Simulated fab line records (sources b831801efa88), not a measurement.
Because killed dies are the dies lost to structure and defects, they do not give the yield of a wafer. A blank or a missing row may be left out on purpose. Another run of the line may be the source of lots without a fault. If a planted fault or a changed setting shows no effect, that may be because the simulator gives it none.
The tool behind it: which one? | flow sfqLine | Sampling: 14 lots, 42 wafers, 3 of 325 route steps

## WHAT EACH GAUGE READ, for each wafer
The record holds no reading of a measuring or inspecting step that can be judged against a usual standard deviation.

## TOOL THAT RAN EACH LOT (tool first, then ch and the chambers of the sampled wafers, then the start)
lot  | SFQ_TRILAYER_I0_CMP_CMP_028   | SFQ_TRILAYER_I0_METRO_MEASURE_029 | SFQ_TRILAYER_I0_VIA_ETCH_VIA_ETCH_034
L881 | cmp-01 ch 0,3, day 12 03:35   | filmMetro-01, day 12 07:18        | rieDiel-02 ch 0,1,2, day 13 15:40
L882 | cmp-02 ch 0,2,3, day 12 09:52 | filmMetro-01, day 12 12:29        | rieDiel-04 ch 0,1, day 13 16:52
L883 | cmp-01 ch 0,1,3, day 13 05:09 | filmMetro-01, day 13 07:46        | rieDiel-04 ch 0,2, day 13 21:40
L885 | cmp-01 ch 0,1,2, day 13 22:39 | filmMetro-02, day 14 01:46        | rieDiel-01 ch 0,2, day 14 20:43
L886 | cmp-02 ch 0,2, day 14 00:22   | filmMetro-04, day 14 03:41        | rieDiel-02 ch 1,3, day 14 23:07
L888 | cmp-02 ch 1,2,3, day 15 00:53 | filmMetro-02, day 15 04:01        | rieDiel-02 ch 0,1,3, day 15 07:50
L889 | cmp-02 ch 1,2,3, day 15 11:29 | filmMetro-04, day 15 13:48        | rieDiel-04 ch 0,1,2, day 15 17:07
L890 | cmp-02 ch 1,2, day 15 15:17   | filmMetro-02, day 15 19:01        | rieDiel-01 ch 0,1,3, day 15 21:56
L891 | cmp-01 ch 2,3, day 16 01:34   | filmMetro-04, day 16 04:23        | rieDiel-02 ch 0,2, day 16 07:50
L895 | cmp-02 ch 0,2,3, day 17 11:58 | filmMetro-02, day 17 15:17        | rieDiel-04 ch 0,1, day 17 19:29
L896 | cmp-02 ch 0,3, day 17 20:52   | filmMetro-04, day 17 23:29        | rieDiel-02 ch 1,3, day 18 03:01
L898 | cmp-01 ch 0,1,3, day 18 10:24 | filmMetro-04, day 18 12:31        | rieDiel-04 ch 0,1,2, day 18 16:03
L903 | cmp-02 ch 2,3, day 20 16:19   | filmMetro-02, day 20 18:56        | rieDiel-02 ch 0,3, day 27 04:38
L904 | cmp-01 ch 1,3, day 21 12:15   | filmMetro-04, day 21 15:22        | rieDiel-04 ch 2,3, day 28 02:14
- SFQ_TRILAYER_I0_CMP_CMP_028: polishes SiO2.
- SFQ_TRILAYER_I0_METRO_MEASURE_029
- SFQ_TRILAYER_I0_VIA_ETCH_VIA_ETCH_034: etches SiO2 in CHF3, stops on Nb, target depth 260 nm.

## WHAT THE TOOLS THEMSELVES READ (means of the sampled wafers that have a number; where no wafer has one, the mark that the record gives instead)
SFQ_TRILAYER_I0_CMP_CMP_028. Usual: motorCurrentA 10.3 A, standard deviation 0.69; timeToEndpointS 208 s, standard deviation 7.5.
lot  | tool   | motorCurrentA (A) | timeToEndpointS (s) | flag
L881 | cmp-01 | 9.7               | 221                 | 
L882 | cmp-02 | 10.7              | 211                 | 
L883 | cmp-01 | 10.0              | 217                 | 
L885 | cmp-01 | 10.6              | 203                 | 
L886 | cmp-02 | 10.3              | 208                 | 
L888 | cmp-02 | 10.2              | 207                 | 
L889 | cmp-02 | 10.3              | 210                 | 
L890 | cmp-02 | 9.4               | 201                 | 
L891 | cmp-01 | 10.7              | 217                 | 
L895 | cmp-02 | 10.4              | 200                 | 
L896 | cmp-02 | 10.7              | 195                 | 
L898 | cmp-01 | 9.8               | 207                 | 
L903 | cmp-02 | 10.4              | 212                 | 
L904 | cmp-01 | 9.7               | 202                 | 

SFQ_TRILAYER_I0_METRO_MEASURE_029. Usual: thkNm at 199.2 nm, with a standard deviation of 1.
lot  | tool         | thkNm (nm) | flag
L881 | filmMetro-01 | 200.0      | 
L882 | filmMetro-01 | 198.3      | 
L883 | filmMetro-01 | 198.9      | 
L885 | filmMetro-02 | 198.5      | 
L886 | filmMetro-04 | 200.1      | 
L888 | filmMetro-02 | 199.6      | 
L889 | filmMetro-04 | 199.3      | 
L890 | filmMetro-02 | 198.1      | 
L891 | filmMetro-04 | 199.1      | 
L895 | filmMetro-02 | 203.9      | OFF
L896 | filmMetro-04 | 208.7      | OFF
L898 | filmMetro-04 | 200.0      | 
L903 | filmMetro-02 | 199.2      | 
L904 | filmMetro-04 | 198.9      | 

SFQ_TRILAYER_I0_VIA_ETCH_VIA_ETCH_034. Usual: drypumpMotorCurrentA 5.7 A, standard deviation 0.35; oesProductAu 0.853 a.u., standard deviation 0.005.
lot  | tool       | drypumpMotorCurrentA (A) | oesProductAu (a.u.) | flag
L881 | rieDiel-02 | 5.7                      | 0.856               | 
L882 | rieDiel-04 | 5.6                      | 0.857               | 
L883 | rieDiel-04 | 5.7                      | 0.850               | 
L885 | rieDiel-01 | 5.8                      | 0.849               | 
L886 | rieDiel-02 | 5.6                      | 0.852               | 
L888 | rieDiel-02 | 5.8                      | 0.854               | 
L889 | rieDiel-04 | 5.5                      | 0.850               | 
L890 | rieDiel-01 | 5.6                      | 0.850               | 
L891 | rieDiel-02 | 5.9                      | 0.852               | 
L895 | rieDiel-04 | 5.6                      | 0.861               | 
L896 | rieDiel-02 | 5.9                      | 0.875               | OFF
L898 | rieDiel-04 | 5.5                      | 0.857               | 
L903 | rieDiel-02 | 6.0                      | 0.852               | 
L904 | rieDiel-04 | 5.5                      | 0.852               | 

## THE ANSWER, worked out from the rows above alone
Rule: lot off if the mean of its wafers having a number is beyond 3 standard deviations from the usual mean. Also off: a lot with no number at a reading for which 4 or more lots have one. Any other lot the step has rows for is counted as sound. Order of review: gauges by route order, followed by the tools' own readings, for which a lot's mean as printed above is used. The first step at which some lot is off is used, and at that step the reading that is off furthest; a lot without a number counts as furthest.
Off: L895, L896 (SFQ_TRILAYER_I0_METRO_MEASURE_029, thkNm).
If a tool, at that step or one of the process steps before it, ran each lot that is off and ran no sound lot following the first of them, it fits. None of those tried fits.

## WHAT THE SIMULATOR HAD INSERTED
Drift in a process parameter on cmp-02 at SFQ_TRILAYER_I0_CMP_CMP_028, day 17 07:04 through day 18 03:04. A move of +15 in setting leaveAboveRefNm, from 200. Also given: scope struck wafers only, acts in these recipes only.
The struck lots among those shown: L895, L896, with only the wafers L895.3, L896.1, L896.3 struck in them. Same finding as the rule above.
